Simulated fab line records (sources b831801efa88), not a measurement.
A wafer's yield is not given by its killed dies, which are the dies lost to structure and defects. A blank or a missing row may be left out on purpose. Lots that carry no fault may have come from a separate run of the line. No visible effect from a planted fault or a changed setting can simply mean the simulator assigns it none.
fab line records -- flow sfq_line
[record] lots = 15, wafers = 45, last_day = 94
route steps=325 shown L0@14 I0@44 I1@74
lots that met no fault: from a run of the same line without faults
start_h: the number of hours between the record's first day and the start of the first shown wafer of the lot -- wait_h: hours since the lot's step before -- " the same as in the row above -- L1.1+2: one row covering several wafers at once -- - no value, or no start was given -- * or withheld: withheld -- < > ~ a bound
route shown NAME@n: NAME is a module with steps in the file, n the number in the route of the first one -- usual: the fault-free wafers' mean and standard deviation -- same: alike in all rows -- chamber/n: place in a boat -- sites: the reading at each site -- _std_site: how widely they spread, as a standard deviation -- _edge_site: mean of outer sites minus mean of inner sites -- radius_mm: for every site, how far away it sits from the centre of the wafer -- mask NAME#n: copy n -- behind: the last tool/chamber to shape the wafer -- hold: the reason the lot was held/the length of the hold in hours/how it ended -- device: transistor that didn't switch, given as n, p or np -- end of line: the tests these same wafers got at the end of their route -- for a step that has no rows: nothing shown but its recipe -- killed: dies lost to structure and defects at the first sort, not the wafer's yield -- map: dies across one wafer; x = killed, . = not, _ = none there
set.NAME: the run value of the setting; set.NAME@STEP: its run value at that earlier step -- model.NAME: the simulator's own value behind a step, which no gauge read
steps of the route over a sample of lots; a table a step, a row a wafer
services: the hour from which a tool's chamber was out of use, counted from the record's first day as start_h (under 0 if before that day), plus the number of hours and why
[[steps]]
[step SFQ_TRILAYER_L0_STRIP_STRIP_009]
[recipe] gas = O2, power_w = 200, platen_temp_c = 40, overash_fraction = 0.65, chemistry = O2, pressure_mtorr = 50
[usual] drypump_motor_current_A = 5.7/0.44, oes_product_au = 1.004/0.0097
lot.wafer,tool,chamber,start_h,wait_h,drypump_motor_current_A,oes_product_au,rf_hours_counter_h
L615.1,rie_metal-01,0,75.84,0.0,5.4,0.989,6
L615.4,rie_metal-01,0,75.84,0.0,5.3,0.979,-
L615.5,rie_metal-01,0,75.84,0.0,5.4,0.995,-
L616.1,rie_metal-01,1,80.64,0.0,5.4,1.023,80
L616.4,rie_metal-01,1,80.64,0.0,5.4,1.012,-
L616.6,rie_metal-01,0,80.64,0.0,5.4,1.003,-
L617.1,rie_metal-01,0,91.09,0.0,5.3,1.006,8
L617.4,rie_metal-01,0,91.09,0.0,5.4,0.994,-
L617.6,rie_metal-01,0,91.09,0.0,5.3,1.008,-
L618.1,rie_metal-03,1,98.39,0.1,5.8,1.014,147
L618.3,rie_metal-03,1,98.39,0.1,5.8,1.017,-
L618.5,rie_metal-03,1,98.39,0.1,5.8,1.004,-
L620.4,rie_metal-02,1,110.99,0.6,6.4,1.020,-
L620.5,rie_metal-02,1,110.99,0.6,6.4,1.009,-
L620.6,rie_metal-02,1,110.99,0.6,6.5,1.015,-
L621.1,rie_metal-01,0,116.29,0.0,5.4,1.006,13
L621.3,rie_metal-01,0,116.29,0.0,5.4,0.990,-
L621.5,rie_metal-01,0,116.29,0.0,5.3,0.993,-
L622.3,rie_metal-02,1,121.29,0.2,6.4,1.022,-
L622.4,rie_metal-02,0,121.29,0.2,5.3,0.994,-
L622.6,rie_metal-02,0,121.29,0.2,5.3,0.994,-
L623.2,rie_metal-02,0,127.09,0.0,5.3,1.000,1
L623.5,rie_metal-02,1,127.09,0.0,6.4,1.006,-
L623.6,rie_metal-02,0,127.09,0.0,5.3,1.000,-
L629.3,rie_metal-03,1,163.29,0.2,5.8,1.008,-
L629.5,rie_metal-03,1,163.29,0.2,5.8,1.000,-
L629.6,rie_metal-03,0,163.29,0.2,5.5,1.000,-
L630.1,rie_metal-03,0,170.29,0.0,5.5,1.005,5
L630.4,rie_metal-03,1,170.29,0.0,5.8,0.999,-
L630.5,rie_metal-03,0,170.29,0.0,5.5,1.003,-
L631.1,rie_metal-03,1,178.69,0.0,5.8,1.004,165
L631.2,rie_metal-03,0,178.69,0.0,5.5,1.010,6
L631.6,rie_metal-03,1,178.69,0.0,5.8,1.005,-
L632.1,rie_metal-03,0,183.49,0.0,5.5,1.002,7
L632.4,rie_metal-03,1,183.49,0.0,5.8,0.994,-
L632.5,rie_metal-03,0,183.49,0.0,5.5,0.998,-
L633.2,rie_metal-02,1,190.69,0.0,6.4,1.018,157
L633.4,rie_metal-02,0,190.69,0.0,5.3,1.002,-
L633.6,rie_metal-02,1,190.69,0.0,6.4,1.019,-
L636.2,rie_metal-02,0,216.36,0.0,5.3,1.008,17
L636.3,rie_metal-02,0,216.36,0.0,5.3,1.001,-
L636.4,rie_metal-02,1,216.36,0.0,6.4,1.014,-
L637.1,rie_metal-02,1,222.36,0.0,6.5,0.996,163
L637.2,rie_metal-02,0,222.36,0.0,5.3,0.999,18
L637.3,rie_metal-02,1,222.36,0.0,6.5,1.011,-
[step SFQ_TRILAYER_I0_CMP_CMP_028]
[recipe] material = SiO2, down_force_psi = 3, platen_rpm = 60, pad_velocity_m_s = 0.94248
[usual] motor_current_A = 10.2/0.84, time_to_endpoint_s = 217/7.9
lot.wafer,tool,chamber,start_h,wait_h,motor_current_A,time_to_endpoint_s
L615.4,cmp-01,3,261.05,0.5,10.1,225
L615.1,cmp-01,1,262.05,1.5,10.6,217
L615.5,cmp-01,2,262.05,1.5,9.3,223
L616.4,cmp-01,1,265.33,0.0,10.2,221
L616.1,cmp-01,3,266.33,1.0,9.9,223
L616.6,cmp-01,1,267.33,2.0,10.6,222
L617.1,cmp-02,1,276.73,0.6,10.6,219
L617.4,cmp-02,3,277.73,1.6,10.8,223
L617.6,cmp-02,1,278.73,2.6,10.9,228
L618.1,cmp-01,1,286.23,0.5,10.1,213
L618.3,cmp-01,2,286.23,0.5,10.1,216
L618.5,cmp-01,1,288.23,2.5,9.9,218
L620.4,cmp-01,3,319.38,4.7,10.1,229
L620.5,cmp-01,2,320.88,6.2,9.7,122
L620.6,cmp-01,3,320.88,6.2,9.8,129
L621.1,cmp-01,3,327.88,1.7,10.0,223
L621.3,cmp-01,0,327.88,1.7,10.1,209
L621.5,cmp-01,3,329.88,3.6,10.4,126
L622.4,cmp-01,0,337.88,4.0,11.2,214
L622.3,cmp-01,1,337.88,4.0,9.8,213
L622.6,cmp-01,3,339.38,5.5,10.5,121
L623.2,cmp-02,2,352.75,5.7,11.1,201
L623.6,cmp-02,2,354.75,7.7,11.1,209
L623.5,cmp-02,3,354.75,7.7,10.3,215
L629.3,cmp-02,1,400.77,1.5,10.6,225
L629.6,cmp-02,2,400.77,1.5,11.6,210
L629.5,cmp-02,3,400.77,1.5,10.8,230
L630.4,cmp-01,1,402.07,0.0,10.6,221
L630.1,cmp-01,2,402.07,0.0,9.8,219
L630.5,cmp-01,1,404.07,2.0,10.4,232
L631.1,cmp-01,3,411.47,1.0,10.2,215
L631.2,cmp-01,0,411.47,1.0,10.7,202
L631.6,cmp-01,1,411.47,1.0,10.3,217
L632.1,cmp-02,1,418.58,0.0,10.0,212
L632.4,cmp-02,3,419.58,1.0,10.1,211
L632.5,cmp-02,2,421.08,2.5,12.1,194
L633.2,cmp-02,3,424.99,0.0,10.1,201
L633.4,cmp-02,1,425.99,1.0,11.0,221
L633.6,cmp-02,3,426.99,2.0,10.6,207
L636.3,cmp-01,0,466.46,0.0,10.6,219
L636.2,cmp-01,1,466.46,0.0,10.4,210
L636.4,cmp-01,2,466.46,0.0,9.8,213
L637.3,cmp-01,3,478.74,0.5,9.9,220
L637.1,cmp-01,0,478.74,0.5,10.6,210
L637.2,cmp-01,1,478.74,0.5,9.8,214
[step SFQ_TRILAYER_I1_CMP_CMP_046]
[recipe] material = SiO2, down_force_psi = 3, platen_rpm = 60, pad_velocity_m_s = 0.94248
[usual] motor_current_A = 10.2/0.8, time_to_endpoint_s = 216/7.9
lot.wafer,tool,chamber,start_h,wait_h,motor_current_A,time_to_endpoint_s
L615.1,cmp-01,3,554.97,1.0,10.7,219
L615.4,cmp-01,0,554.97,1.0,11.1,224
L615.5,cmp-01,2,556.47,2.5,9.8,225
L616.1,cmp-01,1,562.29,0.0,10.6,210
L616.4,cmp-01,2,562.29,0.0,9.6,213
L616.6,cmp-01,2,564.79,2.5,9.6,217
L617.1,cmp-02,1,585.49,3.3,10.8,216
L617.4,cmp-02,2,585.49,3.3,11.3,208
L617.6,cmp-02,3,585.49,3.3,10.6,218
L618.3,cmp-01,0,591.60,1.0,10.3,213
L618.1,cmp-01,1,591.60,1.0,10.2,211
L618.5,cmp-01,3,593.10,2.5,10.3,221
L620.4,cmp-01,2,623.98,1.0,9.9,206
L620.6,cmp-01,0,624.98,2.0,11.1,214
L620.5,cmp-01,1,624.98,2.0,10.5,216
L621.3,cmp-02,2,632.32,0.0,11.4,202
L621.1,cmp-02,3,632.32,0.0,10.2,218
L621.5,cmp-02,3,634.82,2.5,10.6,222
L622.4,cmp-02,0,642.78,0.6,8.2,233
L622.3,cmp-02,1,642.78,0.6,10.2,228
L622.6,cmp-02,0,644.78,2.6,7.9,231
L623.2,cmp-01,3,656.58,1.1,10.6,226
L623.6,cmp-01,1,657.58,2.1,10.9,219
L623.5,cmp-01,2,657.58,2.1,9.4,212
L629.3,cmp-02,0,724.40,1.2,8.4,224
L629.6,cmp-02,3,725.90,2.6,10.2,215
L629.5,cmp-02,0,725.90,2.6,8.3,219
L630.4,cmp-02,3,726.90,0.0,10.3,222
L630.1,cmp-02,0,726.90,0.0,8.6,224
L630.5,cmp-02,0,729.40,2.5,8.0,229
L631.1,cmp-01,2,742.14,1.0,9.8,213
L631.2,cmp-01,3,742.14,1.0,9.9,224
L631.6,cmp-01,0,742.14,1.0,10.6,214
L632.4,cmp-01,0,752.30,0.0,10.7,219
L632.1,cmp-01,3,753.80,1.5,10.4,220
L632.5,cmp-01,0,753.80,1.5,10.9,214
L633.4,cmp-01,0,755.80,1.1,11.1,215
L633.2,cmp-01,2,756.80,2.1,10.1,211
L633.6,cmp-01,3,756.80,2.1,10.7,224
L636.4,cmp-01,1,785.52,0.6,10.3,210
L636.2,cmp-01,2,785.52,0.6,10.1,201
L636.3,cmp-01,0,787.02,2.1,10.4,204
L637.1,cmp-01,3,798.67,0.6,10.1,210
L637.2,cmp-01,0,798.67,0.6,10.6,199
L637.3,cmp-01,1,798.67,0.6,9.9,206
[step SFQ_TRILAYER_I1_METRO_MEASURE_047]
[usual] thk_nm = 200.1/1.1
lot.wafer,tool,chamber,start_h,wait_h,thk_nm
L615.1,film_metro-03,-,557.09,0.1,201.1
L615.4,film_metro-03,-,557.09,0.1,201.0
L615.5,film_metro-03,-,557.09,0.1,200.4
L616.1,film_metro-01,-,565.41,0.1,200.6
L616.4,film_metro-01,-,565.41,0.1,200.9
L616.6,film_metro-01,-,565.41,0.1,200.3
L617.1,film_metro-02,-,587.61,0.1,201.7
L617.4,film_metro-02,-,587.61,0.1,197.7
L617.6,film_metro-02,-,587.61,0.1,199.4
L618.1,film_metro-02,-,593.72,0.1,199.4
L618.3,film_metro-02,-,593.72,0.1,198.5
L618.5,film_metro-02,-,593.72,0.1,199.5
L620.4,film_metro-03,-,626.70,0.6,200.7
L620.5,film_metro-03,-,626.70,0.6,200.5
L620.6,film_metro-03,-,626.70,0.6,199.6
L621.1,film_metro-01,-,635.44,0.1,200.2
L621.3,film_metro-01,-,635.44,0.1,198.9
L621.5,film_metro-01,-,635.44,0.1,199.6
L622.3,film_metro-01,-,646.30,0.5,202.6
L622.4,film_metro-01,-,646.30,0.5,200.3
L622.6,film_metro-01,-,646.30,0.5,202.1
L623.2,film_metro-01,-,658.90,0.3,200.1
L623.5,film_metro-01,-,658.90,0.3,199.8
L623.6,film_metro-01,-,658.90,0.3,199.9
L629.3,film_metro-03,-,727.42,0.5,199.2
L629.5,film_metro-03,-,727.42,0.5,201.0
L629.6,film_metro-03,-,727.42,0.5,200.1
L630.1,film_metro-03,-,730.02,0.1,200.5
L630.4,film_metro-03,-,730.02,0.1,200.7
L630.5,film_metro-03,-,730.02,0.1,200.4
L631.1,film_metro-01,-,744.26,0.1,201.0
L631.2,film_metro-01,-,744.26,0.1,201.3
L631.6,film_metro-01,-,744.26,0.1,199.8
L632.1,film_metro-02,-,755.42,0.1,200.3
L632.4,film_metro-02,-,755.42,0.1,200.4
L632.5,film_metro-02,-,755.42,0.1,200.2
L633.2,film_metro-01,-,758.62,0.3,199.9
L633.4,film_metro-01,-,758.62,0.3,198.8
L633.6,film_metro-01,-,758.62,0.3,201.7
L636.2,film_metro-01,-,788.84,0.3,198.8
L636.3,film_metro-01,-,788.84,0.3,198.2
L636.4,film_metro-01,-,788.84,0.3,198.7
L637.1,film_metro-02,-,801.79,0.1,199.5
L637.2,film_metro-02,-,801.79,0.1,198.7
L637.3,film_metro-02,-,801.79,0.1,199.7
[[services]]
tool,chamber,start_h,hours,kind
cmp-01,-,52.82,0.5,repair
cmp-01,-,55.95,4.9,repair
cmp-02,-,69.22,4.0,pm
cmp-01,-,74.34,1.0,repair
cmp-02,-,83.62,0.5,repair
cmp-01,-,94.24,2.2,repair
cmp-01,-,107.26,1.0,repair
cmp-02,-,145.70,0.9,repair
cmp-01,-,155.84,3.7,pm
cmp-02,-,166.83,3.0,pm
cmp-02,-,176.53,2.8,repair
cmp-02,-,176.89,3.0,repair
cmp-02,-,184.31,10.6,repair
cmp-01,-,228.65,0.8,repair
cmp-02,-,230.43,0.3,repair
cmp-01,-,234.75,4.0,pm
cmp-01,-,345.88,11.9,pm
cmp-01,-,457.67,0.4,repair
cmp-01,-,522.05,5.8,pm
cmp-01,-,574.89,4.0,pm
cmp-01,-,597.71,1.2,repair
cmp-01,-,658.58,7.3,pm
cmp-01,-,708.88,1.8,repair
cmp-01,-,723.05,1.3,repair
[[key]]
[first_sign] step = SFQ_TRILAYER_I0_CMP_CMP_028, reading = time_to_endpoint_s, direction = down, sigmas = 12, usual = *, struck = *
effect none on later readings
met_at SFQ_TRILAYER_I0_CMP_CMP_028
struck_lots L620,L621,L622
struck_wafers L620.5,L620.6,L621.5,L622.6
not_acting_at SFQ_TRILAYER_L0_STRIP_STRIP_009,SFQ_TRILAYER_I1_CMP_CMP_046,SFQ_TRILAYER_I1_METRO_MEASURE_047
onset_between 286.23 319.38
[fault] kind = process_parameter_drift, tool = cmp-01, chamber = -, onset_h = 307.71, steps = SFQ_TRILAYER_I0_CMP_CMP_028, channel = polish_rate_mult, offset = 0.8, shape = step, end_h = 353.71, scope = struck_wafers_only
